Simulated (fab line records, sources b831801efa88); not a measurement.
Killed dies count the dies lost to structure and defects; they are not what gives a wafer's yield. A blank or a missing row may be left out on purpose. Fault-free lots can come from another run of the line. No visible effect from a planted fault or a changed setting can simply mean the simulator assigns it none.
2 desks looking at one fault | flow sky130 | what lay behind the numbers comes last; until then each desk has only its own

== THE TOOL OWNER'S DESK: rie_diel-04 ==
The tool's own readings at SKY_SPACER_ETCHBACK_02 (etches Si3N4 in CH3F/O2, stops on SiO2, time 46.7 s, target depth 45 nm): means of the sampled wafers that have a number, for each lot that ran on this tool. Marked OUT: a lot whose mean sits more than 4 standard deviations from the usual mean, which makes it out of limits; the brackets give that distance.
Columns: A = drypump_motor_current_A at SKY_SPACER_ETCHBACK_02, usual 5.6 A; B = oes_product_au at SKY_SPACER_ETCHBACK_02, usual 0.852 a.u.; C = throttle_valve_pct at SKY_SPACER_ETCHBACK_02, usual 10.562 %
lot  | first seen here | A   | B     | C
L949 | day 22 15:16    | 5.5 | 0.853 | 10.563
L963 | day 27 12:34    | 5.4 | 0.860 | 10.568
L964 | day 27 23:31    | 5.6 | 0.847 | 10.554
This desk found nothing out of limits on any of the 3 lots.

== FROM THE METROLOGY DESK ==
What the gauges read for every lot (on any tool): the sampled wafers with a number, averaged. Marked OUT: a lot whose mean sits more than 4 standard deviations from the usual mean, which makes it out of limits; the brackets give that distance. Shown here are 7 of its 8 readings, the ones lying furthest out on some lot.
Columns: A = LDD_LDN_OVL at SKY_LDD_LDN_OVL_MEAS_07, usual 0.6 nm; B = LDD_LDN_TW at SKY_LDD_LDN_TW_MEAS_13, usual 1479; C = SPACER_CVD_00_THK at SKY_SPACER_THK_MEAS_01, usual 42.9 nm; D = cd_nm at SKY_POLY_CUT_CD_MEAS_08, usual 269.9 nm; E = POLY_CUT_OVL at SKY_POLY_CUT_OVL_MEAS_09, usual 0 nm; F = cd_nm at SKY_SD_P_CD_MEAS_07, usual 380.1 nm; G = SD_P_TW at SKY_SD_P_TW_MEAS_11, usual 2828
lot  | first seen here | A    | B    | C    | D     | E  | F     | G
L949 | day 22 13:08    | -0.0 | 1479 | 42.9 | 270.3 | 2  | 376.1 | 2827
L950 | day 23 00:20    | 1.9  | 1477 | 42.6 | 269.9 | -3 | 382.1 | 2848
L951 | day 24 23:19    | 2.2  | 1476 | 42.1 | 271.0 | -4 | 380.4 | 2807
L954 | day 25 09:17    | -1.6 | 1489 | 42.4 | 270.4 | -2 | 379.8 | 2807
L963 | day 27 09:39    | 0.5  | 1487 | 43.0 | 268.6 | -7 | 385.6 | 2841
L964 | day 27 21:24    | -0.0 | 1491 | 42.7 | 270.6 | -7 | 379.6 | 2824
This desk found nothing out of limits on any of the 6 lots.

== ALL TOGETHER ==
Nothing out of limits was seen by the tool owner's desk.
The metrology desk saw nothing out of limits.

== WHAT WAS PUT IN BY THE SIMULATOR ==
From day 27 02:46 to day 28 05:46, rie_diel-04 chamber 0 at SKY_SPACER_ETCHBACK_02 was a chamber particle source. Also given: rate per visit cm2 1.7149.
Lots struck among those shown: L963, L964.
